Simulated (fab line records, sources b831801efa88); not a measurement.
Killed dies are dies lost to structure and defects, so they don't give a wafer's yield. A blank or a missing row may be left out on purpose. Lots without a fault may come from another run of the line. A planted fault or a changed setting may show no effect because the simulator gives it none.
fab line records | flow sky130
record lots=6 wafers=18 last_day=50
route steps=708 shown CONTACT@407 PAD_OPEN@708
lots that met no fault: from a run of the same line without faults
start_h: hours from the record's first day to the start of the lot's first wafer shown | wait_h: hours since the lot's step before | " the same as in the row above | L1.1+2: a row that stands for several wafers | - no value, or no start given | * or withheld: withheld | < > ~ a bound
route shown NAME@n: a module of which the file shows steps, and the number in the route of the first | usual: mean/standard deviation of fault-free wafers | same: alike in all rows | chamber/n: place in a boat | sites: the reading at each site | _std_site: their standard deviation | _edge_site: outer sites' mean less inner sites' | radius_mm: how far each site lies from the wafer's centre | mask NAME#n: copy n | behind: the tool/chamber that last shaped the wafer | hold: why the lot was held/for how many hours/how that ended | device: the transistor (n, p or np) that didn't switch | end of line: the same wafers' tests at the end of the route | a step without rows: its recipe alone | killed: dies lost to structure and defects at the first sort, not the wafer's yield | map: a wafer's dies, x killed, . not, _ none there
set.NAME: the setting as run; set.NAME@STEP: as run at that earlier step | model.NAME: the simulator's own value behind a step, which no gauge read
lots at some steps of the route; a table a step, a row a wafer
services: from which hour (start_h, from the record's first day; less than 0 if before it) a tool's chamber was out of use, for how many hours, and why
## steps
# step SKY_CONTACT_THK_MEAS_01
# recipe reads=Si3N4_of_CONTACT_CVD_00
# usual CONTACT_CVD_00_THK=74.6/1.1
# columns lot.wafer tool chamber start_h wait_h CONTACT_CVD_00_THK[nm]
L414.1 film_metro-02 - 720.27 - 73.3
L414.2 " - " " 74.5
L414.5 " - " " 75.6
L417.1 film_metro-01 - 754.07 - 74.1
L417.4 " - " " 75.5
L417.5 " - " " 74.3
L424.3 film_metro-04 - 801.68 - 74.1
L424.4 " - " " 76.1
L424.5 " - " " 75.1
L425.3 film_metro-02 - 813.32 - 74.7
L425.4 " - " " 76.3
L425.5 " - " " 74.7
L430.1 film_metro-04 - 847.98 - 75.0
L430.2 " - " " 73.8
L430.5 " - " " 73.9
L435.2 film_metro-04 - 876.75 - 74.2
L435.4 " - " " 75.6
L435.5 " - " " 76.2
# step SKY_CONTACT_HDPCVD_02
# recipe material=SiO2 target_thk_nm=565 sigma_open_frac=0.3 time_s=94.2 temp_c=600 sih4_flow_sccm=60 pressure_mtorr=6
# step SKY_CONTACT_THK_MEAS_03
# recipe reads=SiO2_of_CONTACT_HDPCVD_02
# usual CONTACT_HDPCVD_THK=563/9
# columns lot.wafer tool chamber start_h wait_h CONTACT_HDPCVD_THK[nm]
L414.1 film_metro-04 - 720.40 0.0 569
L414.2 " - " " 560
L414.5 " - " " 557
L417.1 film_metro-02 - 754.20 0.0 560
L417.4 " - " " 562
L417.5 " - " " 556
L424.3 film_metro-04 - 801.81 0.1 554
L424.4 " - " " 556
L424.5 " - " " 555
L425.3 film_metro-01 - 813.45 0.1 574
L425.4 " - " " 554
L425.5 " - " " 564
L430.1 film_metro-01 - 848.11 0.0 567
L430.2 " - " " 550
L430.5 " - " " 550
L435.2 film_metro-01 - 876.88 0.0 576
L435.4 " - " " 569
L435.5 " - " " 556
# step SKY_CONTACT_CMP_04
# recipe material=SiO2 down_force_psi=4 platen_rpm=60 pad_velocity_m_s=0.94248
# usual head_pressure_psi=3.999/0.0089 motor_current_A=11.5/0.86 time_to_endpoint_s=84/5.7
# columns lot.wafer tool chamber start_h wait_h head_pressure_psi motor_current_A time_to_endpoint_s
L414.1 cmp-02 2 720.54 0.1 3.998 12.4 85
L414.2 " 0 " " 4.010 10.6 78
L414.5 " 1 " " 3.973 12.0 86
L417.1 cmp-01 1 754.26 0.1 4.006 10.5 84
L417.4 " 2 " " 3.991 10.8 86
L417.5 " 2 " " 4.000 11.0 83
L424.4 cmp-02 2 801.85 0.0 4.004 12.4 83
L424.3 " 0 " " 3.991 10.5 76
L424.5 " 2 " " 3.997 12.4 81
L425.4 cmp-01 1 813.49 0.0 3.989 10.5 80
L425.3 " 0 " " 3.998 12.7 86
L425.5 " 2 " " 4.007 10.3 88
L430.2 cmp-02 1 848.22 0.1 4.014 12.2 88
L430.1 " 2 " " 3.995 12.5 85
L430.5 " 1 " " 4.006 12.3 84
L435.4 cmp-01 0 876.98 0.1 4.002 12.7 84
L435.2 " 1 " " 4.012 10.5 89
L435.5 " 3 " " 4.010 11.9 79
# step SKY_CONTACT_BOW_MEAS_05
# recipe mode=bow
# usual CONTACT_BOW=80/6.4
# columns lot.wafer tool chamber start_h wait_h CONTACT_BOW[um]
L414.1 film_metro-02 - 720.79 0.2 80
L414.2 " - " " 77
L414.5 " - " " 74
L417.1 film_metro-01 - 754.56 0.2 88
L417.4 " - " " 89
L417.5 " - " " 79
L424.3 film_metro-01 - 802.19 0.2 85
L424.4 " - " " 79
L424.5 " - " " 81
L425.3 film_metro-02 - 813.83 0.1 82
L425.4 " - " " 71
L425.5 " - " " 73
L430.1 film_metro-01 - 848.47 0.1 77
L430.2 " - " " 78
L430.5 " - " " 86
L435.2 film_metro-04 - 877.25 0.2 70
L435.4 " - " " 89
L435.5 " - " " 72
# step SKY_CONTACT_DEHYDRATE_06
# recipe temp_c=200 time_s=60
# step SKY_CONTACT_HMDS_07
# recipe prime_time_s=60 prime_temp_c=120
# step SKY_CONTACT_COAT_08
# recipe resist=BARC temp_c=withheld time_s=withheld spin_rpm=3000 resist_thk_nm=60
# step SKY_CONTACT_COAT_09
# recipe resist=KrF-thick spin_rpm=3000 resist_thk_nm=450
# step SKY_CONTACT_SOFTBAKE_10
# recipe temp_c=100 time_s=90 resist=KrF-thick
# step SKY_CONTACT_EXPOSE_11
# recipe mask_id=CTM1 na=0.8 source_shape=annular sigma_inner=0.55 sigma_outer=0.85 target_cd_nm=170 dose_mj=38
# step SKY_CONTACT_PEB_12
# recipe peb_temp_c=withheld peb_time_s=withheld resist=KrF-thick
# step SKY_CONTACT_DEVELOP_13
# recipe develop_time_s=60 resist=KrF-thick dev_temp_c=21
# usual exhaust_pa=45.0/0.9
# columns lot.wafer tool chamber start_h wait_h exhaust_pa
L414.1 litho_track-01 0 748 - 45.8
L414.2 " 0 " " 45.7
L414.5 " 0 " " 46.5
L417.1 litho_track-04 0 781 - 43.4
L417.4 " 0 " " 45.1
L417.5 " 0 " " 43.9
L424.3 litho_track-04 0 828 - 45.9
L424.4 " 0 " " 46.3
L424.5 " 0 " " 45.2
L425.3 litho_track-04 0 840 - 44.3
L425.4 " 0 " " 45.6
L425.5 " 0 " " 45.0
L430.1 litho_track-02 0 874 - 44.6
L430.2 " 0 " " 44.5
L430.5 " 0 " " 44.5
L435.2 litho_track-04 0 903 - 45.9
L435.4 " 0 " " 43.8
L435.5 " 0 " " 46.1
# step SKY_CONTACT_CD_MEAS_14
# recipe target_cd_nm=170
# usual cd_nm=170.2/1.6
# columns lot.wafer tool chamber start_h wait_h cd_nm
L414.1 cd_sem-02 - 748.26 - 171.0
L414.2 " - " " 170.4
L414.5 " - " " 171.9
L417.1 cd_sem-02 - 781.77 - 170.3
L417.4 " - " " 168.4
L417.5 " - " " 169.1
L424.3 cd_sem-02 - 828.96 - 167.4
L424.4 " - " " 161.5
L424.5 " - " " 167.3
L425.3 cd_sem-01 - 840.21 - 170.4
L425.4 " - " " 163.8
L425.5 " - " " 171.6
L430.1 cd_sem-02 - 874.58 - 169.5
L430.2 " - " " 172.3
L430.5 " - " " 171.4
L435.2 cd_sem-01 - 903.84 - 171.7
L435.4 " - " " 170.5
L435.5 " - " " 170.5
# step SKY_CONTACT_OVL_MEAS_15
# usual CONTACT_OVL=-2/4.9
# columns lot.wafer tool chamber start_h wait_h CONTACT_OVL[nm]
L414.1 overlay-01 - 748.38 0.1 -3
L414.2 " - " " -4
L414.5 " - " " -2
L417.1 overlay-01 - 781.89 0.1 1
L417.4 " - " " -4
L417.5 " - " " 5
L424.3 overlay-02 - 829.05 0.1 -2
L424.4 " - " " -3
L424.5 " - " " -3
L425.3 overlay-02 - 840.30 0.1 6
L425.4 " - " " -3
L425.5 " - " " 7
L430.1 overlay-01 - 874.70 0.1 -1
L430.2 " - " " -5
L430.5 " - " " -5
L435.2 overlay-02 - 903.94 0.1 3
L435.4 " - " " -2
L435.5 " - " " -2
# step SKY_CONTACT_ETCH_16
# recipe chemistry=N2/H2 target=BARC ion_energy_ev=200 source_w=500 bias_w=100 pressure_mtorr=30 n2_flow_sccm=100 h2_flow_sccm=200 stop_on=SiO2 time_s=45.9 target_depth_a=600
# usual drypump_motor_current_A=5.9/0.41 n2_flow_sccm=100.01/0.3 oes_product_au=0.855/0.0045 throttle_valve_pct=13.224/0.0083
# columns lot.wafer tool chamber start_h wait_h drypump_motor_current_A n2_flow_sccm oes_product_au rf_hours_counter_h throttle_valve_pct model.CONTACT.cd_nm
L414.1 rie_diel-03 3 748.42 0.0 6.3 100.20 0.856 11 13.236 171.7
L414.2 " 2 " " 5.3 100.01 0.855 3 13.229 170.9
L414.5 " 0 " " 6.1 100.02 0.848 - 13.228 172.8
L417.1 rie_diel-02 0 781.92 0.0 5.1 100.42 0.849 4 13.234 171.1
L417.4 " 3 " " 5.7 100.23 0.851 3 13.232 169
L417.5 " 1 " " 5.7 99.68 0.858 - 13.215 169.6
L424.3 rie_diel-03 2 829.07 0.0 5.3 100.05 0.859 6 13.210 167.3
L424.4 " 2 " " 5.3 100.03 0.851 - 13.237 161.6
L424.5 " 0 " " 6.1 100.38 0.854 - 13.222 167.9
L425.3 rie_diel-04 3 840.32 0.0 6.3 99.96 0.861 12 13.229 169.9
L425.4 " 2 " " 6.6 99.69 0.844 5 13.227 162.8
L425.5 " 3 " " 6.3 99.97 0.847 - 13.223 171.1
L430.1 rie_diel-03 1 874.74 0.0 5.6 100.08 0.855 1 13.223 169.6
L430.2 " 3 " " 6.3 100.07 0.853 14 13.219 173.1
L430.5 " 2 " " 5.3 99.76 0.852 - 13.226 172.1
L435.2 rie_diel-04 3 903.97 0.0 6.3 100.27 0.859 14 13.223 170.6
L435.4 " 2 " " 6.6 100.11 0.863 7 13.233 169.8
L435.5 " 0 " " 5.7 99.55 0.852 - 13.219 170.7
# step SKY_CONTACT_ETCH_17
# recipe target=SiO2 chemistry=C4F8/O2/Ar stop_on=Si3N4 mask_material=KrF-thick source_w=1500 bias_w=1200 pressure_mtorr=40 c4f8_flow_sccm=withheld O2_flow_sccm=6 Ar_flow_sccm=300 time_s=withheld target_depth_a=3400
# usual oes_product_au=0.893/0.005
# columns lot.wafer tool chamber start_h wait_h oes_product_au
L414.1 rie_diel-03 3 748.46 0.0 0.892
L414.2 " 2 " " 0.883
L414.5 " 0 " " 0.893
L417.1 rie_diel-02 0 781.96 0.0 0.888
L417.4 " 3 " " 0.893
L417.5 " 1 " " 0.897
L424.3 rie_diel-03 2 829.12 0.0 0.894
L424.4 " 2 " " 0.890
L424.5 " 0 " " 0.888
L425.3 rie_diel-04 3 840.37 0.0 0.889
L425.4 " 2 " " 0.897
L425.5 " 3 " " 0.892
L430.1 rie_diel-03 1 874.78 0.0 0.900
L430.2 " 3 " " 0.893
L430.5 " 2 " " 0.904
L435.2 rie_diel-04 3 904.02 0.0 0.891
L435.4 " 2 " " 0.900
L435.5 " 0 " " 0.900
# step SKY_CONTACT_ETCH_18
# recipe target=Si3N4 chemistry=CHF3/O2 stop_on=TiN source_w=600 bias_w=200 pressure_mtorr=40 chf3_flow_sccm=50 O2_flow_sccm=5 time_s=39 target_depth_a=750
# usual drypump_motor_current_A=5.9/0.4 oes_product_au=0.853/0.0078 throttle_valve_pct=8.794/0.0085
# columns lot.wafer tool chamber start_h wait_h drypump_motor_current_A oes_product_au rf_hours_counter_h throttle_valve_pct model.CONTACT.cd_nm
L414.1 rie_diel-03 3 - - 6.2 0.845 11 8.792 171.3
L414.2 " 2 " " 5.3 0.850 3 8.804 171
L414.5 " 0 " " 6.0 0.857 - 8.784 172.3
L417.1 rie_diel-02 0 - - 5.1 0.851 4 8.786 171.6
L417.4 " 3 " " 5.7 0.867 3 8.796 169.5
L417.5 " 1 " " 5.7 0.848 - 8.801 168.5
L424.3 rie_diel-03 2 - - 5.3 0.846 6 8.810 167.2
L424.4 " 2 " " 5.3 0.853 - 8.798 161.5
L424.5 " 0 " " 6.0 0.860 - 8.797 167.3
L425.3 rie_diel-04 3 - - 6.3 0.854 12 8.805 170.6
L425.4 " 2 " " 6.6 0.866 5 8.791 162.8
L425.5 " 3 " " 6.3 0.847 - 8.791 171.7
L430.1 rie_diel-03 1 - - 5.6 0.856 1 8.794 169.9
L430.2 " 3 " " 6.3 0.845 14 8.797 173.1
L430.5 " 2 " " 5.3 0.850 - 8.790 172.3
L435.2 rie_diel-04 3 - - 6.3 0.853 14 8.794 171.5
L435.4 " 2 " " 6.6 0.862 7 8.777 170.1
L435.5 " 0 " " 5.7 0.861 - 8.804 171.1
# step SKY_CONTACT_STRIP_19
# recipe chemistry=O2/N2 power_w=1400 pressure_mtorr=1500 platen_temp_c=withheld o2_flow_sccm=3000 n2_flow_sccm=300 overash_fraction=0.5
# usual drypump_motor_current_A=5.6/0.46 n2_flow_sccm=299.9/0.87 oes_product_au=0.381/0.005 strip_time_to_endpoint_s=3.62/0.035
# columns lot.wafer tool chamber start_h wait_h drypump_motor_current_A n2_flow_sccm oes_product_au rf_hours_counter_h strip_time_to_endpoint_s
L414.1 plasma_asher-04 0 748.55 - 5.3 300.0 0.381 0 3.64
L414.2 " 1 " " 5.3 300.3 0.386 0 3.64
L414.5 " 1 " " 5.3 300.3 0.383 - 3.64
L417.1 plasma_asher-02 1 782.05 - 5.4 298.7 0.384 34 3.58
L417.4 " 1 " " 5.4 298.3 0.385 - 3.60
L417.5 " 0 " " 5.5 300.7 0.389 - 3.59
L424.3 plasma_asher-02 1 829.24 - 5.4 300.3 0.385 - 3.64
L424.4 " 0 " " 5.5 299.9 0.383 - 3.65
L424.5 " 0 " " 5.5 300.7 0.382 - 3.63
L425.3 plasma_asher-03 1 840.49 - 5.3 297.3 0.385 - 3.58
L425.4 " 0 " " 6.5 299.7 0.380 - 3.68
L425.5 " 1 " " 5.3 298.7 0.384 - 3.57
L430.1 plasma_asher-02 1 874.87 - 5.4 301.1 0.387 44 3.64
L430.2 " 0 " " 5.5 298.4 0.383 44 3.62
L430.5 " 0 " " 5.5 299.5 0.377 - 3.64
L435.2 plasma_asher-04 0 904.11 - 5.3 300.8 0.379 15 3.59
L435.4 " 1 " " 5.3 300.4 0.384 - 3.70
L435.5 " 1 " " 5.3 300.3 0.377 - 3.62
# step SKY_PAD_OPEN_PROBE_99
# usual killed_at_M0_to_M3=42/6.1 killed_at_M4_up=3.4/2 killed_at_contacts=23/4.8 killed_at_front_end=15/3.8 killed_at_other=0.3/0.48 killed_dies=84/8.5 killed_open=46/6.8 killed_short=38/6.2
# same gross_dies=492 killed_at_back_side=0
# columns lot.wafer tool chamber start_h wait_h killed_at_M0_to_M3 killed_at_M4_up killed_at_contacts killed_at_front_end killed_at_other killed_dies killed_open killed_short model.etest.mcon_chain.rc_ohm
L414.1 prober-01 - 1088.14 0.1 58 1 26 18 0 103 58 45 15.74
L414.2 prober-01 - 1088.19 0.1 41 7 22 22 1 93 59 33 16.94
L414.5 prober-01 - 1088.34 0.2 42 2 28 15 0 87 53 34 16.41
L417.1 prober-02 - 1112.04 0.1 40 6 26 21 0 93 50 42 16.58
L417.4 prober-02 - 1112.19 0.2 37 1 23 18 0 79 45 33 16.6
L417.5 prober-02 - 1112.24 0.2 31 3 24 18 1 77 38 39 17.12
L424.3 prober-01 - 1146.83 0.2 29 3 25 20 0 77 40 37 16.66
L424.4 prober-01 - 1146.88 0.2 39 1 24 9 0 73 48 25 17.71
L424.5 prober-01 - 1146.93 0.2 40 6 19 11 0 76 42 34 16.18
L425.3 prober-02 - 1156.77 0.2 45 7 24 14 0 90 60 29 16.25
L425.4 prober-02 - 1156.82 0.2 50 8 24 15 1 98 57 40 17.98
L425.5 prober-02 - 1156.87 0.2 41 6 27 22 0 96 57 39 17.04
L430.1 prober-02 - 1181.26 0.1 41 3 23 17 1 85 51 34 17.29
L430.2 prober-02 - 1181.31 0.1 35 4 20 12 0 71 40 31 17.18
L430.5 prober-02 - 1181.46 0.2 49 1 18 14 0 82 55 27 15.89
L435.2 prober-01 - 1198.08 0.1 41 1 20 21 0 83 45 38 16.72
L435.4 prober-01 - 1198.18 0.2 45 2 25 15 1 88 43 44 16.92
L435.5 prober-01 - 1198.23 0.2 39 2 25 19 0 85 42 42 15.81
# killed by level:class
L414.1 VIA1:geometric_particle:open=17 CONTACT:geometric_particle:open=10 POLY_GATE:geometric_particle:short=6 LI_CONTACT:geometric_particle:open=6 METAL1:geometric_particle:short=6 METAL3:geometric_particle:short=6 VIA2:geometric_particle:open=5 FIELD_ISO:geometric_particle:open=4
L414.2 VIA1:geometric_particle:open=13 CONTACT:geometric_particle:open=10 POLY_GATE:geometric_particle:open=7 VIA2:geometric_particle:open=6 VIA2:geometric_particle:short=5 VIA3:geometric_particle:open=5 CONTACT:geometric_particle:short=4 LI_CONTACT:geometric_particle:open=4
L414.5 VIA1:geometric_particle:open=13 CONTACT:geometric_particle:open=9 LOCAL_INTERCONNECT:geometric_particle:short=7 VIA2:geometric_particle:open=7 VIA1:geometric_particle:short=6 CONTACT:geometric_particle:short=5 VIA3:geometric_particle:open=5 FIELD_ISO:geometric_particle:open=4
L417.1 VIA1:geometric_particle:open=10 CONTACT:geometric_particle:open=9 VIA1:geometric_particle:short=7 POLY_GATE:geometric_particle:short=7 LI_CONTACT:geometric_particle:open=7 POLY_GATE:geometric_particle:open=5 VIA2:geometric_particle:short=5 CONTACT:geometric_particle:short=4
L417.4 METAL1:geometric_particle:short=9 FIELD_ISO:geometric_particle:open=8 CONTACT:geometric_particle:open=8 VIA3:geometric_particle:open=6 LOCAL_INTERCONNECT:geometric_particle:short=5 VIA2:geometric_particle:open=5 VIA1:geometric_particle:open=5 LI_CONTACT:geometric_particle:open=4
L417.5 CONTACT:geometric_particle:short=9 CONTACT:geometric_particle:open=9 VIA3:geometric_particle:open=7 FIELD_ISO:geometric_particle:open=4 LI_CONTACT:geometric_particle:open=4 VIA3:geometric_particle:short=4 VIA1:geometric_particle:open=4 FIELD_ISO:geometric_particle:short=3
L424.3 CONTACT:geometric_particle:open=10 LOCAL_INTERCONNECT:geometric_particle:short=8 POLY_GATE:geometric_particle:short=6 VIA1:geometric_particle:open=6 VIA3:geometric_particle:open=6 POLY_GATE:geometric_particle:open=5 LI_CONTACT:geometric_particle:open=4 VIA2:geometric_particle:open=4
L424.4 VIA3:geometric_particle:open=10 CONTACT:geometric_particle:open=9 VIA2:geometric_particle:open=9 VIA1:geometric_particle:open=7 POLY_GATE:geometric_particle:open=5 LI_CONTACT:geometric_particle:open=5 CONTACT:geometric_particle:short=5 METAL1:geometric_particle:short=3
L424.5 VIA1:geometric_particle:open=12 CONTACT:geometric_particle:open=8 VIA2:geometric_particle:open=6 LI_CONTACT:geometric_particle:open=5 METAL4:geometric_particle:short=5 METAL1:geometric_particle:short=4 VIA1:geometric_particle:short=4 VIA2:geometric_particle:short=4
L425.3 VIA1:geometric_particle:open=14 CONTACT:geometric_particle:open=10 VIA2:geometric_particle:open=8 VIA3:geometric_particle:open=5 POLY_GATE:geometric_particle:open=5 LI_CONTACT:geometric_particle:open=4 CONTACT:geometric_particle:short=4 METAL2:geometric_particle:short=4
L425.4 VIA1:geometric_particle:open=16 CONTACT:geometric_particle:open=11 VIA2:geometric_particle:open=11 METAL1:geometric_particle:short=7 LI_CONTACT:geometric_particle:short=6 VIA3:geometric_particle:open=6 FIELD_ISO:geometric_particle:short=5 FIELD_ISO:geometric_particle:open=4
L425.5 CONTACT:geometric_particle:open=13 VIA1:geometric_particle:open=12 VIA3:geometric_particle:open=7 FIELD_ISO:geometric_particle:open=6 LI_CONTACT:geometric_particle:open=6 CONTACT:geometric_particle:short=5 METAL2:geometric_particle:short=5 SPACER:geometric_particle:short=4
L430.1 VIA1:geometric_particle:open=11 LI_CONTACT:geometric_particle:open=9 VIA2:geometric_particle:open=8 VIA3:geometric_particle:open=8 FIELD_ISO:geometric_particle:short=6 LI_CONTACT:geometric_particle:short=5 FIELD_ISO:geometric_particle:open=4 CONTACT:geometric_particle:short=4
L430.2 CONTACT:geometric_particle:open=8 VIA1:geometric_particle:open=6 VIA2:geometric_particle:short=6 FIELD_ISO:geometric_particle:open=5 LI_CONTACT:geometric_particle:open=5 VIA2:geometric_particle:open=5 VIA3:geometric_particle:open=5 VIA1:geometric_particle:short=4
L430.5 VIA1:geometric_particle:open=13 VIA2:geometric_particle:open=11 CONTACT:geometric_particle:open=9 VIA3:geometric_particle:open=8 FIELD_ISO:geometric_particle:open=6 LI_CONTACT:geometric_particle:open=5 METAL1:geometric_particle:short=5 VIA1:geometric_particle:short=5
L435.2 VIA1:geometric_particle:open=9 FIELD_ISO:geometric_particle:short=8 METAL2:geometric_particle:short=7 VIA2:geometric_particle:open=7 FIELD_ISO:geometric_particle:open=6 CONTACT:geometric_particle:open=6 LI_CONTACT:geometric_particle:open=5 VIA3:geometric_particle:open=5
L435.4 VIA3:geometric_particle:open=9 CONTACT:geometric_particle:open=8 LOCAL_INTERCONNECT:geometric_particle:short=7 VIA1:geometric_particle:open=6 VIA2:geometric_particle:short=6 VIA2:geometric_particle:open=6 LI_CONTACT:geometric_particle:open=5 FIELD_ISO:geometric_particle:open=4
L435.5 CONTACT:geometric_particle:open=10 METAL1:geometric_particle:short=9 VIA3:geometric_particle:open=7 CONTACT:geometric_particle:short=6 VIA2:geometric_particle:open=6 VIA1:geometric_particle:open=6 LI_CONTACT:geometric_particle:open=5 FIELD_ISO:geometric_particle:short=4
## services
# columns tool chamber start_h hours kind
rie_diel-02 1 714.07 28.0 repair
cmp-01 - 714.32 6.7 pm
cmp-01 - 721.88 2.1 repair
rie_diel-02 - 726.06 2.4 repair
rie_diel-04 1 735.42 7.6 repair
rie_diel-03 - 743.50 0.1 repair
cmp-02 - 744.00 4.0 pm
cmp-01 - 754.79 1.3 repair
rie_diel-03 - 758.72 2.8 pm
rie_diel-02 0 766.56 3.0 repair
rie_diel-03 - 789.53 14.6 pm
cmp-02 - 790.68 0.4 repair
cmp-01 - 802.97 4.3 repair
rie_diel-03 3 811.32 18.7 repair
cmp-02 - 815.23 2.9 pm
rie_diel-02 0 837.71 29.9 repair
rie_diel-02 1 838.22 2.0 repair
rie_diel-03 - 841.62 0.8 repair
rie_diel-02 1 842.52 5.1 repair
cmp-02 - 844.32 3.1 repair
cmp-01 - 853.38 0.8 repair
rie_diel-02 2 859.79 1.9 repair
cmp-01 - 860.90 0.3 repair
rie_diel-03 - 902.65 15.6 pm
## key
first_sign step=SKY_CONTACT_CD_MEAS_14 reading=cd_nm direction=down sigmas=4.8 usual=170.2 struck=162.6
effect none on later readings
model_effect step=SKY_CONTACT_ETCH_16 value=CONTACT.cd_nm without=169.5 struck=162.2
model_effect step=SKY_CONTACT_ETCH_18 value=CONTACT.cd_nm without=169.5 struck=162.1
model_effect step=SKY_PAD_OPEN_PROBE_99 value=etest.mcon_chain.rc_ohm without=16.9 struck=17.84
met_at SKY_CONTACT_DEVELOP_13
struck_wafers L424.4,L425.4
tester_left_out L424,L425
onset_between 781 828
fault kind=process_parameter_drift tool=litho_track-04 chamber=- onset_h=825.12 steps=SKY_CONTACT_DEVELOP_13 channel=develop_time_s offset=* shape=step end_h=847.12 scope=struck_wafers_only acts_in=* stated=*
# tester_left_out: of these lots the tester's yield and bins aren't shown, on N5 and GAA mostly nor the transistor test; their killed dies are dies lost to structure and defects alone, not to doping, threshold or leakage, so they don't give the yield
